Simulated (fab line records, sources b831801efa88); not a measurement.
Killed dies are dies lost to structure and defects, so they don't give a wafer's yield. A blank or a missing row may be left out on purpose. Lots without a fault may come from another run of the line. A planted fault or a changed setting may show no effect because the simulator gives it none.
Which tool did it? | flow gf180mcu | 13 lots, 39 wafers sampled, at 6 steps of a route of 602

WHAT THE GAUGES READ, wafer by wafer
GF_VT_IMPLANT_OVL_MEAS_18. Usual: VT_IMPLANT_01_OVL -0.2 nm, standard deviation 1.3.
lot  | measured     | on         | VT_IMPLANT_01_OVL (nm) | flag
L497 | day 6 04:59  | overlay-02 | 0.3 -0.5 1.4           |
L498 | day 6 07:13  | overlay-02 | 1.7 1.1 1.3            |
L499 | day 6 16:13  | overlay-01 | -1.0 -0.1 0.5          |
L500 | day 6 21:28  | overlay-01 | 0.6 1.4 0.7            |
L502 | day 7 11:31  | overlay-01 | 0.0 1.1 -0.7           |
L503 | day 7 19:56  | overlay-01 | -1.8 0.4 -1.2          |
L504 | day 8 06:55  | overlay-01 | -0.6 -1.6 0.5          |
L506 | day 8 16:22  | overlay-02 | -0.2 -1.0 -1.7         |
L507 | day 9 03:58  | overlay-01 | 0.7 -0.1 0.7           |
L508 | day 9 10:22  | overlay-02 | 1.5 3.5 1.8            |
L513 | day 10 14:49 | overlay-01 | -0.8 -0.7 0.4          |
L514 | day 10 20:46 | overlay-02 | -0.3 -1.6 0.6          |
L517 | day 11 17:01 | overlay-02 | -1.9 -0.9 -0.7         |

GF_VT_IMPLANT_RS_MEAS_48: measures by four-point-probe. Usual: LVPWELL_RS 1197.3 ohm/sq, standard deviation 2.8.
lot  | measured     | on            | LVPWELL_RS (ohm/sq)                       | flag
L497 | day 7 12:36  | film_metro-01 | 1195.1 1191.7 1195.7                      |
L498 | day 7 14:39  | film_metro-03 | 1192.7 1193.2 1191.4                      |
L499 | day 8 00:05  | film_metro-02 | 1198.6 1194.6 1196.9                      |
L500 | day 8 05:34  | film_metro-01 | 1197.8 1198.5 1198.2                      |
L502 | day 8 20:24  | film_metro-01 | 1200.7 1196.6 1198.6                      |
L503 | day 9 05:38  | film_metro-02 | 1198.6 1192.8 1199.0                      |
L504 | day 9 17:01  | film_metro-01 | 1201.8 1201.2 1202.1                      |
L506 | day 10 03:54 | film_metro-03 | 1193.1 1200.0 1198.2                      |
L507 | day 10 16:24 | film_metro-01 | 1201.7 1202.0 1198.6                      |
L508 | day 10 23:20 | film_metro-03 | 1197.9 1198.3 1194.7                      |
L513 | day 12 04:42 | film_metro-01 | 1257.0 1197.0 1197.0 1258.2 1199.0 1200.1 | OFF
L514 | day 12 10:28 | film_metro-03 | 1193.6 1193.5 1197.4                      |
L517 | day 13 08:06 | film_metro-03 | 1250.6 1195.5 1196.6 1252.9 1200.7 1195.1 | OFF

GF_VT_IMPLANT_RS_MEAS_49: measures by four-point-probe. Usual: MVPSD_RS 1170 ohm/sq, standard deviation 3.1.
lot  | measured     | on            | MVPSD_RS (ohm/sq) | flag
L497 | day 7 12:43  | film_metro-01 | 1169 1173 1173    |
L498 | day 7 14:46  | film_metro-03 | 1167 1166 1168    |
L499 | day 8 00:13  | film_metro-02 | 1166 1170 1168    |
L500 | day 8 05:41  | film_metro-01 | 1171 1170 1170    |
L502 | day 8 20:31  | film_metro-01 | 1173 1175 1172    |
L503 | day 9 05:45  | film_metro-02 | 1169 1170 1169    |
L504 | day 9 17:08  | film_metro-01 | 1173 1170 1174    |
L506 | day 10 04:01 | film_metro-03 | 1170 1164 1169    |
L507 | day 10 16:31 | film_metro-01 | 1174 1169 1170    |
L508 | day 10 23:28 | film_metro-03 | 1167 1167 1172    |
L513 | day 12 07:17 | film_metro-01 | 1172 1171 1173    |
L514 | day 12 10:35 | film_metro-03 | 1165 1165 1166    |
L517 | day 13 11:08 | film_metro-03 | 1166 1167 1168    |

GF_DUAL_GATE_OVL_MEAS_11. Usual: DUAL_GATE_OVL 0.9 nm, standard deviation 1.1.
lot  | measured     | on         | DUAL_GATE_OVL (nm) | flag
L497 | day 8 07:28  | overlay-01 | -1.7 1.1 1.0       |
L498 | day 8 08:43  | overlay-01 | -0.9 -1.1 0.1      |
L499 | day 8 17:48  | overlay-02 | 0.8 1.5 1.4        |
L500 | day 8 23:19  | overlay-01 | 1.3 2.4 2.5        |
L502 | day 9 15:40  | overlay-02 | 1.4 0.5 -0.2       |
L503 | day 10 01:19 | overlay-01 | 1.7 2.4 0.8        |
L504 | day 10 13:28 | overlay-02 | 0.6 -0.4 -0.7      |
L506 | day 11 00:06 | overlay-01 | 2.5 0.2 1.1        |
L507 | day 11 12:19 | overlay-01 | 2.2 2.7 0.2        |
L508 | day 11 20:10 | overlay-01 | 1.0 1.5 2.0        |
L513 | day 13 01:24 | overlay-01 | 1.3 0.4 -0.3       |
L514 | day 13 09:04 | overlay-02 | 0.5 -0.1 -0.3      |
L517 | day 14 05:58 | overlay-02 | 0.7 1.0 0.4        |

WHICH TOOL RAN EACH LOT (tool, then ch and the chambers of the sampled wafers, then the start)
lot  | GF_LVPWELL_IMPLANT_08          | GF_VT_IMPLANT_RTA_45
L497 | implanter-03 ch 0, day 3 21:53 | rtp_anneal-01 ch 0, day 7 12:15
L498 | implanter-01 ch 0, day 4 00:53 | rtp_anneal-01 ch 0, day 7 14:19
L499 | implanter-01 ch 0, day 4 09:02 | rtp_anneal-01 ch 0, day 7 23:45
L500 | implanter-02 ch 0, day 4 11:58 | rtp_anneal-01 ch 0, day 8 05:14
L502 | implanter-01 ch 0, day 5 00:20 | rtp_anneal-02 ch 0, day 8 20:04
L503 | implanter-03 ch 0, day 5 07:30 | rtp_anneal-01 ch 0, day 9 05:17
L504 | implanter-03 ch 0, day 5 17:46 | rtp_anneal-01 ch 0, day 9 16:40
L506 | implanter-03 ch 0, day 6 00:50 | rtp_anneal-01 ch 0, day 10 03:34
L507 | implanter-01 ch 0, day 6 10:50 | rtp_anneal-02 ch 0, day 10 16:04
L508 | implanter-03 ch 0, day 6 18:05 | rtp_anneal-02 ch 0, day 10 23:00
L513 | implanter-01 ch 0, day 7 18:41 | rtp_anneal-01 ch 0, day 12 04:22
L514 | implanter-03 ch 0, day 7 23:49 | rtp_anneal-01 ch 0, day 12 10:07
L517 | implanter-01 ch 0, day 8 17:11 | rtp_anneal-01 ch 0, day 13 07:46
- GF_LVPWELL_IMPLANT_08
- GF_VT_IMPLANT_RTA_45: time 30 s.

WHAT THE TOOLS THEMSELVES READ (means of the sampled wafers that have a number; where no wafer has one, the mark that the record gives instead)
GF_VT_IMPLANT_RTA_45. Usual: lamp_power_pct 36.6 %, standard deviation 0.35; wafer_temp_C_max 1053.8, standard deviation 0.81.
lot  | tool          | lamp_power_pct (%) | wafer_temp_C_max | flag
L497 | rtp_anneal-01 | 36.9               | 1053.2           |
L498 | rtp_anneal-01 | 36.8               | 1054.5           |
L499 | rtp_anneal-01 | 36.9               | 1054.2           |
L500 | rtp_anneal-01 | 36.9               | 1054.5           |
L502 | rtp_anneal-02 | 36.2               | 1053.7           |
L503 | rtp_anneal-01 | 36.9               | 1054.2           |
L504 | rtp_anneal-01 | 36.8               | 1054.2           |
L506 | rtp_anneal-01 | 36.9               | 1053.0           |
L507 | rtp_anneal-02 | 36.2               | 1053.1           |
L508 | rtp_anneal-02 | 36.2               | 1054.4           |
L513 | rtp_anneal-01 | 36.9               | 1054.3           |
L514 | rtp_anneal-01 | 36.8               | 1053.9           |
L517 | rtp_anneal-01 | 36.9               | 1053.2           |

THE ANSWER, worked out from the rows above alone
Rule: a lot is off if the mean of its wafers that have a number lies more than 3 standard deviations from the usual mean. A lot without any number at a reading at which 4 lots or more have one is off too. The other lots that the step has rows for count as sound. The gauges are gone through in route order, then the tools' own readings, and for those a lot's mean is taken as printed above. The first step at which some lot is off is used, and at that step the reading that is off furthest; a lot without a number counts as furthest.
Off: L513, L517, at GF_VT_IMPLANT_RS_MEAS_48 (LVPWELL_RS).
A tool fits if, at a process step before that reading, it ran every lot that is off, and no sound lot after the first of them. The gauges at GF_VT_IMPLANT_RS_MEAS_48 are tried like those tools. One fits: implanter-01 at GF_LVPWELL_IMPLANT_08. Its last sound lot is L507 (day 6 10:50), its first lot that is off L513 (day 7 18:41): a fault that began between those two fits.

WHAT THE SIMULATOR HAD PUT IN
Process parameter drift: implanter-01, from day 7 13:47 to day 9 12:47, at GF_LVPWELL_IMPLANT_08. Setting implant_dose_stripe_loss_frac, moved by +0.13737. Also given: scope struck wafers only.
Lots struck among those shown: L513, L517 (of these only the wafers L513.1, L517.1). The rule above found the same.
